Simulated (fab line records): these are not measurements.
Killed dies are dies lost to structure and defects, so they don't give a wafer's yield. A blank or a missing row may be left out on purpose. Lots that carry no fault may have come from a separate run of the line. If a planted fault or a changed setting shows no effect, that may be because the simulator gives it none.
Comparing a struck lot with a sound one :: flow sky130 :: 16 steps out of a route of 708
Sound: these wafers, L652.1, L652.3, L652.6. Struck: wafer L646.3; the same lot's L646.2 was not struck, so it is left out; see the end for the cause.
Each step with rows lists, per side, the tool, then ch with its chambers, then its first start. Under that, the readings that differ: sound wafers :: struck wafers :: difference of the means :: sigmas: that difference in standard deviations of wafers without a fault.
alike: words and numbers the same on both sides, and readings whose means are apart by under 2 such deviations; not compared: readings that were withheld, readings missing a value for some wafer, numbers with overlapping values and no deviation given by the record, and bounds like >300 which may hide the same value.
The two part at a step that has a row with sigmas, a row that says differs or no value, or rows on one side only. Non-overlapping numbers with no deviation appear without sigmas and do not part them. Lack of a reading on every wafer of one side parts them only where that side has two or more wafers.

first, 2 steps without rows for these wafers: SKY_VT_ADJUST_PCH_PEB_05; SKY_VT_ADJUST_PCH_DEVELOP_06 (develop time 60 s).
SKY_VT_ADJUST_PCH_OVL_MEAS_07:
  struck on overlay-01, day 14 13:15; sound on overlay-01, day 16 15:51
reading: VT_ADJUST_PCH_OVL (nm)
sound: 1.1 -0.5 -0.7
struck: -4.2
difference: -4.2
sigmas: -3
following that, these wafers have no rows for 1 step: SKY_VT_ADJUST_PCH_IMPLANT_08.
SKY_VT_ADJUST_PCH_STRIP_09: strips in O2/N2.
  sound on plasma_asher-02 ch 0,1, day 16 16:02; struck on plasma_asher-02 ch 0, day 14 13:26
  alike: drypump_motor_current_A, oes_product_au, strip_time_to_endpoint_s
  not compared: rf_hours_counter_h
SKY_VT_ADJUST_PCH_TW_MEAS_10:
  struck on film_metro-01, day 14 13:32; sound on film_metro-01, day 16 16:08
  alike: VT_ADJUST_PCH_TW
then, 6 steps without rows for these wafers: SKY_SONOS_TUNNEL_DEHYDRATE_00 (time 60 s); SKY_SONOS_TUNNEL_HMDS_01 (prime time 60 s); SKY_SONOS_TUNNEL_COAT_02 (resist thk 1140 nm); SKY_SONOS_TUNNEL_SOFTBAKE_03 (time 60 s); SKY_SONOS_TUNNEL_EXPOSE_04 (exposes mask TUNM, target cd 410 nm); SKY_SONOS_TUNNEL_PEB_05.
SKY_SONOS_TUNNEL_DEVELOP_06: develop time 60 s.
  sound on litho_track-03 ch 0, day 17 20:53; struck on litho_track-01 ch 0, day 15 15:25
  alike: exhaust_pa
SKY_SONOS_TUNNEL_CD_MEAS_07 targets a cd of 410 nm.
  struck on cd_sem-02, day 15 15:36; sound on cd_sem-01, day 17 21:02
reading: cd_nm (nm)
sound: 413.1 412.4 414.1
struck: 421.0
difference: +7.8
sigmas: +3
SKY_SONOS_TUNNEL_OVL_MEAS_08:
  struck on overlay-02, day 15 15:43; sound on overlay-01, day 17 21:09
  alike: SONOS_TUNNEL_OVL
-- the record jumps here: 33 days lie between the struck wafers' starts before and after (it left off in module SONOS_TUNNEL and takes up again in module PAD_OPEN, whose first step shown is number 708 of the route) --
SKY_PAD_OPEN_PROBE_99:
  struck on prober-02, day 48 23:19; sound on prober-02, day 50 08:36
reading: killed_at_contacts
sound: 24 22 26
struck: 13
difference: -11
sigmas: -2
  alike: killed_at_M0_to_M3, killed_at_M4_up, killed_at_front_end, killed_at_other, killed_dies, killed_open, killed_short

== WHERE THEY PART ==
First at SKY_VT_ADJUST_PCH_OVL_MEAS_07; last, within this record, at SKY_PAD_OPEN_PROBE_99.

WHY: what the simulator had put in
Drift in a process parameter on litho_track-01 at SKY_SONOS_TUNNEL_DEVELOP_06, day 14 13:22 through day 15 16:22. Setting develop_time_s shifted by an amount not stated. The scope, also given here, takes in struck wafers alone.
